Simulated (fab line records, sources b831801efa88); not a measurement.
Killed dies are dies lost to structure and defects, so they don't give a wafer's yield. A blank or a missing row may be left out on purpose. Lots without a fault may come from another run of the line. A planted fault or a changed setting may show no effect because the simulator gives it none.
Which tool did it? | flow sky130 | 13 lots, 37 wafers sampled, at 5 steps of a route of 708

WHAT THE GAUGES READ, wafer by wafer
SKY_NWELL_RS_MEAS_29: measures by four-point-probe.
lot  | measured     | on            | NWELL_RS (ohm/sq)
L494 | day 5 09:36  | film_metro-03 | 625.0 622.1 625.4
L495 | day 5 13:55  | film_metro-03 | 622.0 623.9 623.0
L497 | day 6 00:31  | film_metro-03 | 627.7 625.2
L498 | day 6 13:23  | film_metro-02 | 624.8 626.4
L506 | day 8 07:28  | film_metro-03 | 623.0 623.3 623.9
L508 | day 8 18:02  | film_metro-02 | 621.5 623.1 623.5
L509 | day 8 23:35  | film_metro-01 | 626.5 625.2 623.7
L510 | day 9 06:35  | film_metro-03 | 627.1 625.3 624.8
L512 | day 9 21:04  | film_metro-01 | 623.6 625.9 623.3
L513 | day 10 06:32 | film_metro-02 | 625.7 624.8 626.1
L514 | day 10 07:47 | film_metro-02 | 625.0 627.3 626.0
L515 | day 10 10:12 | film_metro-03 | 625.7 626.8 626.6
L517 | day 11 02:17 | film_metro-03 | 625.5 625.5 623.9

SKY_SONOS_ONO_THK_MEAS_03.
lot  | measured     | on            | SONOS_ONO_CVD_02_THK (nm)
L494 | day 11 17:53 | film_metro-02 | 10.42 10.44 10.39
L495 | day 11 17:55 | film_metro-01 | 10.31 10.40 10.30
L497 | day 12 08:32 | film_metro-04 | 10.42 10.23
L498 | day 13 04:54 | film_metro-01 | 10.43 10.39
L506 | day 15 10:56 | film_metro-01 | 10.65 10.61 10.59
L508 | day 16 04:32 | film_metro-04 | 10.51 10.44 10.39
L509 | day 16 09:13 | film_metro-04 | 10.67 10.54 10.55
L510 | day 16 19:41 | film_metro-02 | 10.59 10.64 10.61
L512 | day 17 15:31 | film_metro-01 | 10.65 10.56 10.53
L513 | day 17 23:47 | film_metro-01 | 10.40 10.54 10.46
L514 | day 18 04:02 | film_metro-02 | 10.79 10.77 10.73
L515 | day 18 11:50 | film_metro-01 | 10.81 10.75 10.74
L517 | day 18 23:31 | film_metro-04 | 10.83 10.93 10.87

SKY_SONOS_ONO_CD_MEAS_13: target cd 410 nm.
lot  | measured     | on        | cd_nm (nm)
L494 | day 12 19:26 | cd_sem-02 | 408.0 406.2 407.5
L495 | day 12 19:47 | cd_sem-02 | 410.6 409.5 412.8
L497 | day 13 11:04 | cd_sem-02 | 405.3 273.5
L498 | day 14 07:35 | cd_sem-02 | 410.6 286.0
L506 | day 16 15:55 | cd_sem-02 | 409.0 408.8 411.0
L508 | day 17 09:47 | cd_sem-02 | 414.8 412.8 413.8
L509 | day 17 13:50 | cd_sem-01 | 410.3 409.1 411.0
L510 | day 18 00:59 | cd_sem-02 | 411.7 410.7 409.5
L512 | day 18 21:58 | cd_sem-01 | 407.6 407.8 407.2
L513 | day 19 07:04 | cd_sem-02 | 410.3 409.1 408.7
L514 | day 19 10:52 | cd_sem-01 | 405.8 408.0 409.4
L515 | day 19 19:40 | cd_sem-01 | 409.4 410.8 410.6
L517 | day 20 08:07 | cd_sem-02 | 409.7 409.6 410.8

WHICH TOOL RAN EACH LOT (tool, then ch and the chambers of the sampled wafers, then the start)
lot  | SKY_VT_ADJUST_NCORE_STRIP_10         | SKY_SONOS_ONO_EXPOSE_10
L494 | plasma_asher-04 ch 0,1, day 8 15:43  | iline_stepper-02 ch 0, day 12 07:10
L495 | plasma_asher-04 ch 0,1, day 8 20:07  | iline_stepper-01 ch 0, day 12 07:32
L497 | plasma_asher-04 ch 0,1, day 9 08:30  | iline_stepper-02 ch 0, day 12 22:15
L498 | plasma_asher-04 ch 0,1, day 9 23:40  | iline_stepper-02 ch 0, day 13 18:29
L506 | plasma_asher-01 ch 0,1, day 12 00:31 | iline_stepper-02 ch 0, day 16 02:16
L508 | plasma_asher-01 ch 0, day 12 12:58   | iline_stepper-02 ch 0, day 16 20:32
L509 | plasma_asher-04 ch 0,1, day 12 21:37 | iline_stepper-02 ch 0, day 17 00:08
L510 | plasma_asher-01 ch 0,1, day 13 04:31 | iline_stepper-02 ch 0, day 17 10:29
L512 | plasma_asher-04 ch 0,1, day 13 21:43 | iline_stepper-02 ch 0, day 18 08:05
L513 | plasma_asher-04 ch 0,1, day 14 07:40 | iline_stepper-02 ch 0, day 18 15:49
L514 | plasma_asher-02 ch 0,1, day 14 10:52 | iline_stepper-01 ch 0, day 18 19:47
L515 | plasma_asher-04 ch 0,1, day 14 13:43 | iline_stepper-01 ch 0, day 19 04:04
L517 | plasma_asher-04 ch 0,1, day 15 06:55 | iline_stepper-01 ch 0, day 19 16:37
- SKY_VT_ADJUST_NCORE_STRIP_10: strips in O2/N2.
- SKY_SONOS_ONO_EXPOSE_10: exposes mask ONOM, target cd 410 nm.

WHAT THE TOOLS THEMSELVES READ (means of the sampled wafers that have a number; where no wafer has one, the mark that the record gives instead)
SKY_VT_ADJUST_NCORE_STRIP_10.
lot  | tool            | drypump_motor_current_A (A) | oes_product_au (a.u.) | strip_time_to_endpoint_s (s)
L494 | plasma_asher-04 | 5.3                         | 0.712                 | 14.20
L495 | plasma_asher-04 | 5.3                         | 0.714                 | 14.19
L497 | plasma_asher-04 | 5.3                         | 0.714                 | 14.23
L498 | plasma_asher-04 | 5.3                         | 0.716                 | 14.10
L506 | plasma_asher-01 | 6.2                         | 0.714                 | 14.22
L508 | plasma_asher-01 | 6.6                         | 0.716                 | 14.19
L509 | plasma_asher-04 | 5.3                         | 0.717                 | 14.14
L510 | plasma_asher-01 | 6.2                         | 0.714                 | 14.20
L512 | plasma_asher-04 | 5.3                         | 0.715                 | 14.18
L513 | plasma_asher-04 | 5.3                         | 0.713                 | 14.24
L514 | plasma_asher-02 | 5.5                         | 0.716                 | 14.15
L515 | plasma_asher-04 | 5.3                         | 0.713                 | 14.21
L517 | plasma_asher-04 | 5.3                         | 0.715                 | 14.15

SKY_SONOS_ONO_EXPOSE_10.
lot  | tool             | focus_offset_nm (nm)
L494 | iline_stepper-02 | -0.5
L495 | iline_stepper-01 | 0.6
L497 | iline_stepper-02 | 0.2
L498 | iline_stepper-02 | -0.2
L506 | iline_stepper-02 | -0.6
L508 | iline_stepper-02 | -0.2
L509 | iline_stepper-02 | 0.3
L510 | iline_stepper-02 | 0.2
L512 | iline_stepper-02 | -0.5
L513 | iline_stepper-02 | -0.4
L514 | iline_stepper-01 | 0.0
L515 | iline_stepper-01 | -0.0
L517 | iline_stepper-01 | 0.0

THE ANSWER, worked out from the rows above alone
Rule: what is usual is taken from the lots themselves. Put in order of their means at a reading, lots are off if they are a third of the lots or fewer, leave a main group of 4 or more, and stand apart from it by a gap of 3 or more times the standard deviation of the main group's means; of several such gaps the widest counts. A main group whose means are all the same, to the digits that the tables above print for the reading, isn't used. A lot without any number at a reading at which 4 lots or more have one is off too. The other lots that the step has rows for count as sound. The gauges are gone through in route order, then the tools' own readings, and for those a lot's mean is taken as printed above. The first step at which some lot is off is used, and at that step the reading that is off furthest; a lot without a number counts as furthest.
Off: L497, L498, at SKY_SONOS_ONO_CD_MEAS_13 (cd_nm). The main group: mean 409.8 nm, standard deviation 1.8.
A tool fits if, at a process step before that reading, it ran every lot that is off, and no sound lot after the first of them. The gauges at SKY_SONOS_ONO_CD_MEAS_13 are tried like those tools. None of those tried fits.

WHAT THE SIMULATOR HAD PUT IN
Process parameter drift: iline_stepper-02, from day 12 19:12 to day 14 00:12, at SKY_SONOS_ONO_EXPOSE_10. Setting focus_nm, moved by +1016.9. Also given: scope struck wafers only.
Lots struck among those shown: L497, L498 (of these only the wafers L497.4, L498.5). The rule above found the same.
